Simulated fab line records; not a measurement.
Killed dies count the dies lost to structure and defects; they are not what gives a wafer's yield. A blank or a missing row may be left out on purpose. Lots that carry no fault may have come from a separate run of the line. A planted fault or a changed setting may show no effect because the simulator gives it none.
fab line records | flow sky130
[record] lots = 11 | wafers = 33 | lastDay = 50
route steps=708 shown POLY_CUT@315 LOCAL_INTERCONNECT@399 CONTACT@430 VIA1@471
lots that met no fault: taken from a fault-free run of the same line
startH: the number of hours between the record's first day and the start of the first shown wafer of the lot | waitH: hours since the lot's step before | " unchanged from the row above | L1.1+2: a single row standing in for several wafers | - no value present, or no start provided | * or withheld: withheld | < > ~ a bound
route shown NAME@n: NAME is a module with steps in the file, n the number in the route of the first one | usual: mean and standard deviation over wafers with no fault | same: alike in all rows | chamber/n: place in a boat | sites: the reading at each site | _std_site: their standard deviation | _edge_site: inner sites' mean taken away from outer sites' mean | radiusMm: how far each site lies from the wafer's centre | mask NAME#n: copy n | behind: the tool/chamber that last shaped the wafer | hold: the reason the lot was held/the length of the hold in hours/how it ended | device: transistor that didn't switch, given as n, p or np | end of line: the route-end tests of the same wafers | a step given without rows: its recipe and nothing more | killed: dies lost to structure and defects at the first sort, not the wafer's yield | map: the dies of a wafer, with x for killed, . for not killed, _ for no die there
set.NAME: the setting the step ran with; set.NAME@STEP: the setting that earlier step ran with | model.NAME: the simulator's own value behind a step, which no gauge read
one table for each step of the route and one row for each wafer, over a sample of lots
services: a tool's chamber out of use, with start hour (startH, from the record's first day; less than 0 if before it), hours out, and reason
[[steps]]
[step SKY_POLY_CUT_CD_MEAS_08]
[recipe] targetCdNm = 270
[usual] cdNm = 270.3/1.4
lot.wafer | tool     | chamber | startH | waitH | cdNm
L269.3    | cdSem-01 | -       | 585.94 | -     | 273.3
L269.5    | "        | -       | "      | "     | 273.7
L269.6    | "        | -       | "      | "     | 273.2
L271.2    | cdSem-01 | -       | 600.87 | -     | 270.6
L271.4    | "        | -       | "      | "     | 270.9
L271.5    | "        | -       | "      | "     | 270.5
L270.1    | cdSem-01 | -       | 611.33 | -     | 270.2
L270.3    | "        | -       | "      | "     | 270.5
L270.4    | "        | -       | "      | "     | 270.9
L272.2    | cdSem-01 | -       | 628.75 | -     | 272.0
L272.4    | "        | -       | "      | "     | 271.1
L272.5    | "        | -       | "      | "     | 272.0
L274.1    | cdSem-01 | -       | 646.97 | -     | 267.3
L274.4    | "        | -       | "      | "     | 268.3
L274.5    | "        | -       | "      | "     | 267.5
L276.3    | cdSem-02 | -       | 667.90 | -     | 269.8
L276.4    | "        | -       | "      | "     | 271.4
L276.6    | "        | -       | "      | "     | 272.3
L278.1    | cdSem-01 | -       | 671.16 | -     | 270.3
L278.2    | "        | -       | "      | "     | 270.6
L278.6    | "        | -       | "      | "     | 270.4
L281.1    | cdSem-02 | -       | 681.96 | -     | 270.4
L281.4    | "        | -       | "      | "     | 271.8
L281.5    | "        | -       | "      | "     | 270.4
L280.1    | cdSem-02 | -       | 686.90 | -     | 268.0
L280.2    | "        | -       | "      | "     | 268.9
L280.5    | "        | -       | "      | "     | 270.9
L283.1    | cdSem-02 | -       | 704.36 | -     | 271.9
L283.2    | "        | -       | "      | "     | 270.5
L283.4    | "        | -       | "      | "     | 271.7
L289.2    | cdSem-01 | -       | 756.50 | -     | 270.0
L289.3    | "        | -       | "      | "     | 269.4
L289.5    | "        | -       | "      | "     | 270.1
[step SKY_LOCAL_INTERCONNECT_OVL_MEAS_12]
[usual] LOCAL_INTERCONNECT_OVL = -2/5.5
lot.wafer | tool       | chamber | startH | waitH | LOCAL_INTERCONNECT_OVL[nm]
L269.3    | overlay-01 | -       | 730.55 | 0.1   | -1
L269.5    | "          | -       | "      | "     | 3
L269.6    | "          | -       | "      | "     | 11
L271.2    | overlay-02 | -       | 744.66 | 0.1   | -4
L271.4    | "          | -       | "      | "     | -4
L271.5    | "          | -       | "      | "     | 1
L270.1    | overlay-01 | -       | 755.15 | 0.1   | -2
L270.3    | "          | -       | "      | "     | -3
L270.4    | "          | -       | "      | "     | -6
L272.2    | overlay-02 | -       | 769.59 | 0.1   | -1
L272.4    | "          | -       | "      | "     | 4
L272.5    | "          | -       | "      | "     | 8
L274.1    | overlay-01 | -       | 786.93 | 0.1   | -5
L274.4    | "          | -       | "      | "     | -18
L274.5    | "          | -       | "      | "     | -8
L276.3    | overlay-02 | -       | 806.12 | 0.1   | 2
L276.4    | "          | -       | "      | "     | -4
L276.6    | "          | -       | "      | "     | -7
L278.1    | overlay-02 | -       | 809.46 | 0.1   | -9
L278.2    | "          | -       | "      | "     | -6
L278.6    | "          | -       | "      | "     | -1
L281.1    | overlay-02 | -       | 818.13 | 0.1   | 2
L281.4    | "          | -       | "      | "     | -12
L281.5    | "          | -       | "      | "     | -2
L280.1    | overlay-02 | -       | 822.03 | 0.1   | 2
L280.2    | "          | -       | "      | "     | -6
L280.5    | "          | -       | "      | "     | -1
L283.1    | overlay-01 | -       | 840.16 | 0.1   | -4
L283.2    | "          | -       | "      | "     | -2
L283.4    | "          | -       | "      | "     | 4
L289.2    | overlay-02 | -       | 890.19 | 0.1   | 3
L289.3    | "          | -       | "      | "     | 6
L289.5    | "          | -       | "      | "     | 2
[step SKY_CONTACT_CVD_24]
[recipe] material = W | targetThkNm = 340 | timeS = 102.12 | tempC = 400 | pressureTorr = 40
[usual] heaterPowerW = 883/83
lot.wafer | tool    | chamber | startH | waitH | heaterPowerW
L269.3    | cvdW-02 | 0       | 759.85 | 0.1   | 797
L269.5    | "       | 1       | "      | "     | 813
L269.6    | "       | 0       | "      | "     | 811
L271.2    | cvdW-02 | 0       | 773.63 | 0.0   | 799
L271.4    | "       | 1       | "      | "     | 818
L271.5    | "       | 0       | "      | "     | 800
L270.1    | cvdW-02 | 1       | 784.13 | 0.0   | 805
L270.3    | "       | 1       | "      | "     | 820
L270.4    | "       | 1       | "      | "     | 831
L272.2    | cvdW-01 | 1       | 797.86 | 0.0   | 1008
L272.4    | "       | 1       | "      | "     | 1010
L272.5    | "       | 0       | "      | "     | 892
L274.1    | cvdW-02 | 1       | 814.01 | 0.0   | 786
L274.4    | "       | 0       | "      | "     | 760
L274.5    | "       | 0       | "      | "     | 826
L276.3    | cvdW-01 | 0       | 833.59 | 0.1   | 902
L276.4    | "       | 1       | "      | "     | 966
L276.6    | "       | 0       | "      | "     | 891
L278.1    | cvdW-01 | 1       | 837.89 | 0.0   | 995
L278.2    | "       | 0       | "      | "     | 877
L278.6    | "       | 0       | "      | "     | 885
L281.1    | cvdW-01 | 0       | 846.98 | 0.0   | 889
L281.4    | "       | 1       | "      | "     | 1008
L281.5    | "       | 0       | "      | "     | 906
L280.1    | cvdW-01 | 1       | 851.36 | 0.0   | 1015
L280.2    | "       | 0       | "      | "     | 897
L280.5    | "       | 1       | "      | "     | 1023
L283.1    | cvdW-02 | 0       | 868.46 | 0.0   | 831
L283.2    | "       | 1       | "      | "     | 837
L283.4    | "       | 0       | "      | "     | 808
L289.2    | cvdW-02 | 0       | 917.26 | 0.0   | 804
L289.3    | "       | 1       | "      | "     | 818
L289.5    | "       | 0       | "      | "     | 820
[step SKY_CONTACT_RS_MEAS_25]
[recipe] thkMeasGauge = four-point-probe | reads = W_of_CONTACT_CVD_24+TiN_of_CONTACT_SPUTTER_23
[usual] CONTACT_W_RS = 0.337/0.0063
lot.wafer | tool         | chamber | startH | waitH | hold                    | CONTACT_W_RS[ohm/sq]
L269.3    | filmMetro-03 | -       | 759.96 | 0.1   | -                       | 0.337
L269.5    | "            | -       | "      | "     | -                       | 0.329
L269.6    | "            | -       | "      | "     | -                       | 0.339
L271.2    | filmMetro-03 | -       | 773.76 | 0.1   | -                       | 0.344
L271.4    | "            | -       | "      | "     | -                       | 0.327
L271.5    | "            | -       | "      | "     | -                       | 0.341
L270.1    | filmMetro-04 | -       | 784.35 | 0.2   | -                       | 0.331
L270.3    | "            | -       | "      | "     | -                       | 0.331
L270.4    | "            | -       | "      | "     | -                       | 0.330
L272.2    | filmMetro-02 | -       | 797.99 | 0.1   | -                       | 0.344
L272.4    | "            | -       | "      | "     | -                       | 0.337
L272.5    | "            | -       | "      | "     | -                       | 0.340
L274.1    | filmMetro-02 | -       | 814.12 | 0.1   | -                       | 0.327
L274.4    | "            | -       | "      | "     | -                       | 0.338
L274.5    | "            | -       | "      | "     | -                       | 0.340
L276.3    | filmMetro-04 | -       | 833.70 | 0.1   | -                       | 0.347
L276.4    | "            | -       | "      | "     | -                       | 0.341
L276.6    | "            | -       | "      | "     | -                       | 0.347
L278.1    | filmMetro-04 | -       | 838.00 | 0.1   | -                       | 0.340
L278.2    | "            | -       | "      | "     | -                       | 0.343
L278.6    | "            | -       | "      | "     | -                       | 0.342
L281.1    | filmMetro-03 | -       | 847.09 | 0.1   | awaitDispo/0.2h/release | 0.347
L281.4    | "            | -       | "      | "     | awaitDispo/0.2h/release | 0.341
L281.5    | "            | -       | "      | "     | awaitDispo/0.2h/release | 0.482
L281.1    | filmMetro-03 | -       | 847.37 | 0.3   | -                       | 0.346
L281.4    | "            | -       | "      | "     | -                       | 0.341
L281.5    | "            | -       | "      | "     | -                       | 0.483
L280.1    | filmMetro-02 | -       | 851.47 | 0.1   | awaitDispo/0.2h/release | 0.340
L280.2    | "            | -       | "      | "     | awaitDispo/0.2h/release | 0.342
L280.5    | "            | -       | "      | "     | awaitDispo/0.2h/release | 0.479
L280.1    | filmMetro-02 | -       | 851.76 | 0.3   | -                       | 0.341
L280.2    | "            | -       | "      | "     | -                       | 0.341
L280.5    | "            | -       | "      | "     | -                       | 0.479
L283.1    | filmMetro-02 | -       | 868.57 | 0.1   | -                       | 0.342
L283.2    | "            | -       | "      | "     | -                       | 0.331
L283.4    | "            | -       | "      | "     | -                       | 0.341
L289.2    | filmMetro-03 | -       | 917.39 | 0.1   | -                       | 0.344
L289.3    | "            | -       | "      | "     | -                       | 0.323
L289.5    | "            | -       | "      | "     | -                       | 0.341
[step SKY_CONTACT_THK_MEAS_26]
[recipe] thkMeasGauge = xrf | reads = W_of_CONTACT_CVD_24
[usual] CONTACT_W_THK = 335/6.8
lot.wafer | tool         | chamber | startH | waitH | hold                    | CONTACT_W_THK[nm]
L269.3    | filmMetro-03 | -       | 760.06 | 0.1   | -                       | 334
L269.5    | "            | -       | "      | "     | -                       | 342
L269.6    | "            | -       | "      | "     | -                       | 333
L271.2    | filmMetro-03 | -       | 773.87 | 0.1   | -                       | 331
L271.4    | "            | -       | "      | "     | -                       | 345
L271.5    | "            | -       | "      | "     | -                       | 330
L270.1    | filmMetro-04 | -       | 784.47 | 0.1   | -                       | 340
L270.3    | "            | -       | "      | "     | -                       | 344
L270.4    | "            | -       | "      | "     | -                       | 342
L272.2    | filmMetro-02 | -       | 798.10 | 0.1   | -                       | 330
L272.4    | "            | -       | "      | "     | -                       | 336
L272.5    | "            | -       | "      | "     | -                       | 333
L274.1    | filmMetro-02 | -       | 814.24 | 0.1   | -                       | 345
L274.4    | "            | -       | "      | "     | -                       | 334
L274.5    | "            | -       | "      | "     | -                       | 332
L276.3    | filmMetro-04 | -       | 833.80 | 0.1   | -                       | 319
L276.4    | "            | -       | "      | "     | -                       | 326
L276.6    | "            | -       | "      | "     | -                       | 321
L278.1    | filmMetro-04 | -       | 838.12 | 0.1   | -                       | 328
L278.2    | "            | -       | "      | "     | -                       | 325
L278.6    | "            | -       | "      | "     | -                       | 325
L281.1    | filmMetro-03 | -       | 850.02 | 2.6   | awaitDispo/0.2h/release | 325
L281.4    | "            | -       | "      | "     | awaitDispo/0.2h/release | 331
L281.5    | "            | -       | "      | "     | awaitDispo/0.2h/release | 235
L281.1    | filmMetro-03 | -       | 850.25 | 0.2   | -                       | 324
L281.4    | "            | -       | "      | "     | -                       | 330
L281.5    | "            | -       | "      | "     | -                       | 235
L280.1    | filmMetro-02 | -       | 854.30 | 2.5   | awaitDispo/0.2h/release | 331
L280.2    | "            | -       | "      | "     | awaitDispo/0.2h/release | 329
L280.5    | "            | -       | "      | "     | awaitDispo/0.2h/release | 236
L280.1    | filmMetro-02 | -       | 854.53 | 0.2   | -                       | 331
L280.2    | "            | -       | "      | "     | -                       | 331
L280.5    | "            | -       | "      | "     | -                       | 237
L283.1    | filmMetro-02 | -       | 868.69 | 0.1   | -                       | 330
L283.2    | "            | -       | "      | "     | -                       | 340
L283.4    | "            | -       | "      | "     | -                       | 329
L289.2    | filmMetro-03 | -       | 917.50 | 0.1   | -                       | 333
L289.3    | "            | -       | "      | "     | -                       | 353
L289.5    | "            | -       | "      | "     | -                       | 334
[step SKY_CONTACT_CMP_27]
[recipe] stopOn = SiO2 | tOverpolishS = 15 | downForcePsi = 3.5 | platenRpm = 60 | targetThkNm = 0 | padVelocityMS = 0.94248
[usual] motorCurrentA = 11.0/0.93 | timeToEndpointS = 82/3.8
lot.wafer | tool   | chamber | startH | waitH | hold                    | motorCurrentA | timeToEndpointS
L269.3    | cmp-02 | 2       | 760.48 | 0.4   | -                       | 11.6          | 80
L269.5    | "      | 3       | "      | "     | -                       | 11.1          | 82
L269.6    | "      | 0       | "      | "     | -                       | 10.8          | 76
L271.4    | cmp-01 | 1       | 773.92 | 0.0   | -                       | 9.9           | 85
L271.2    | "      | 2       | "      | "     | -                       | 10.8          | 80
L271.5    | "      | 2       | "      | "     | -                       | 10.2          | 77
L270.4    | cmp-01 | 1       | 784.53 | 0.0   | -                       | 9.9           | 89
L270.3    | "      | 3       | "      | "     | -                       | 10.2          | 85
L270.1    | "      | 0       | "      | "     | -                       | 11.7          | 87
L272.2    | cmp-01 | 1       | 798.15 | 0.0   | -                       | 10.3          | 87
L272.4    | "      | 0       | "      | "     | -                       | 12.3          | 86
L272.5    | "      | 1       | "      | "     | -                       | 9.8           | 87
L274.1    | cmp-02 | 1       | 814.35 | 0.1   | -                       | 12.4          | 88
L274.4    | "      | 3       | "      | "     | -                       | 11.1          | 83
L274.5    | "      | 0       | "      | "     | -                       | 10.7          | 83
L276.4    | cmp-02 | 3       | 833.94 | 0.1   | -                       | 11.6          | 80
L276.3    | "      | 0       | "      | "     | -                       | 11.5          | 77
L276.6    | "      | 1       | "      | "     | -                       | 12.4          | 74
L278.2    | cmp-01 | 3       | 838.28 | 0.1   | -                       | 9.6           | 80
L278.1    | "      | 0       | "      | "     | -                       | 12.3          | 85
L278.6    | "      | 1       | "      | "     | -                       | 9.7           | 82
L281.4    | cmp-01 | 1       | 852.51 | 2.2   | awaitDispo/2.2h/release | 9.4           | 84
L281.1    | "      | 2       | "      | "     | awaitDispo/2.2h/release | 10.3          | 82
L281.5    | "      | 1       | "      | "     | awaitDispo/2.2h/release | 9.4           | 59
L280.1    | cmp-02 | 2       | 858.04 | 3.5   | awaitDispo/3.4h/release | 11.8          | 82
L280.2    | "      | 3       | "      | "     | awaitDispo/3.4h/release | 10.8          | 80
L280.5    | "      | 1       | "      | "     | awaitDispo/3.4h/release | 12.5          | 54
L283.1    | cmp-02 | 1       | 868.80 | 0.1   | -                       | 11.8          | 75
L283.2    | "      | 2       | "      | "     | -                       | 12.1          | 84
L283.4    | "      | 3       | "      | "     | -                       | 10.5          | 82
L289.2    | cmp-01 | 2       | 917.55 | 0.0   | -                       | 9.9           | 82
L289.3    | "      | 0       | "      | "     | -                       | 12.3          | 86
L289.5    | "      | 2       | "      | "     | -                       | 10.7          | 81
[step SKY_VIA1_OVL_MEAS_13]
[usual] VIA1_OVL = 1/5.9
lot.wafer | tool       | chamber | startH | waitH | VIA1_OVL[nm]
L269.3    | overlay-02 | -       | 814.44 | 0.1   | 0
L269.5    | "          | -       | "      | "     | 2
L269.6    | "          | -       | "      | "     | -8
L271.2    | overlay-02 | -       | 825.53 | 0.1   | 8
L271.4    | "          | -       | "      | "     | 8
L271.5    | "          | -       | "      | "     | 8
L270.1    | overlay-01 | -       | 838.31 | 0.1   | -3
L270.3    | "          | -       | "      | "     | -5
L270.4    | "          | -       | "      | "     | 3
L272.2    | overlay-02 | -       | 850.94 | 0.1   | -5
L272.4    | "          | -       | "      | "     | 2
L272.5    | "          | -       | "      | "     | 4
L274.1    | overlay-01 | -       | 867.96 | 0.1   | 4
L274.4    | "          | -       | "      | "     | 2
L274.5    | "          | -       | "      | "     | 0
L276.3    | overlay-01 | -       | 886.97 | 0.1   | 9
L276.4    | "          | -       | "      | "     | 4
L276.6    | "          | -       | "      | "     | -2
L278.1    | overlay-02 | -       | 891.12 | 0.1   | 5
L278.2    | "          | -       | "      | "     | 3
L278.6    | "          | -       | "      | "     | -2
L281.1    | overlay-01 | -       | 900.57 | 0.1   | 0
L281.4    | "          | -       | "      | "     | -4
L281.5    | "          | -       | "      | "     | 3
L280.1    | overlay-01 | -       | 904.97 | 0.1   | -6
L280.2    | "          | -       | "      | "     | -6
L280.5    | "          | -       | "      | "     | -14
L283.1    | overlay-01 | -       | 921.42 | 0.1   | 0
L283.2    | "          | -       | "      | "     | 2
L283.4    | "          | -       | "      | "     | -5
L289.2    | overlay-02 | -       | 967.89 | 0.1   | -2
L289.3    | "          | -       | "      | "     | 6
L289.5    | "          | -       | "      | "     | 12
[[services]]
tool    | chamber | startH | hours | kind
cmp-01  | -       | 757.05 | 4.0   | pm
cmp-01  | -       | 761.05 | -     | consumableReplace:conditioner
cmp-01  | -       | 761.05 | -     | consumableReplace:pad
cmp-02  | -       | 761.05 | 9.3   | pm
cvdW-01 | -       | 764.03 | 6.9   | pm
cvdW-02 | 0       | 782.02 | 5.4   | repair
cvdW-01 | -       | 814.64 | 1.0   | repair
cmp-02  | -       | 822.07 | 1.0   | repair
cvdW-01 | -       | 890.37 | 1.3   | repair
cmp-01  | -       | 892.20 | 5.7   | pm
cmp-02  | -       | 903.60 | 1.4   | repair
cvdW-01 | -       | 904.12 | 14.0  | pm
cvdW-01 | 0       | 904.12 | 14.0  | ventCycle
cvdW-01 | 1       | 904.12 | 14.0  | ventCycle
cmp-02  | -       | 912.00 | 4.0   | pm
cmp-02  | -       | 916.00 | -     | consumableReplace:conditioner
cmp-02  | -       | 916.00 | -     | consumableReplace:pad
[[key]]
[firstSign] step = SKY_CONTACT_RS_MEAS_25 | reading = visit | direction = added
[effect] step = SKY_CONTACT_RS_MEAS_25 | reading = CONTACT_W_RS | direction = up | sigmas = 23 | usual = 0.337 | struck = 0.481
[effect] step = SKY_CONTACT_THK_MEAS_26 | reading = visit | direction = added
[effect] step = SKY_CONTACT_THK_MEAS_26 | reading = CONTACT_W_THK | direction = down | sigmas = 15 | usual = 335 | struck = 236
[effect] step = SKY_CONTACT_CMP_27 | reading = timeToEndpointS | direction = down | sigmas = 6.8 | usual = * | struck = *
metAt SKY_CONTACT_CVD_24
struckLots L280,L281
struckWafers L280.5,L281.5
testerLeftOut L280,L281
notActingAt SKY_POLY_CUT_CD_MEAS_08,SKY_LOCAL_INTERCONNECT_OVL_MEAS_12,SKY_VIA1_OVL_MEAS_13
onsetBetween 837.89 846.98
[fault] kind = processParameterDrift | tool = cvdW-01 | chamber = - | onsetH = 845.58 | steps = SKY_CONTACT_CVD_24 | channel = targetThkNm | offset = -95.968 | shape = step | endH = 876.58 | scope = struckWafersOnly | actsIn = theseRecipesOnly | stated = 340
// testerLeftOut: of these lots the tester's yield and bins aren't shown, on N5 and GAA mostly nor the transistor test; their killed dies are dies lost to structure and defects alone, not to doping, threshold or leakage, so they don't give the yield
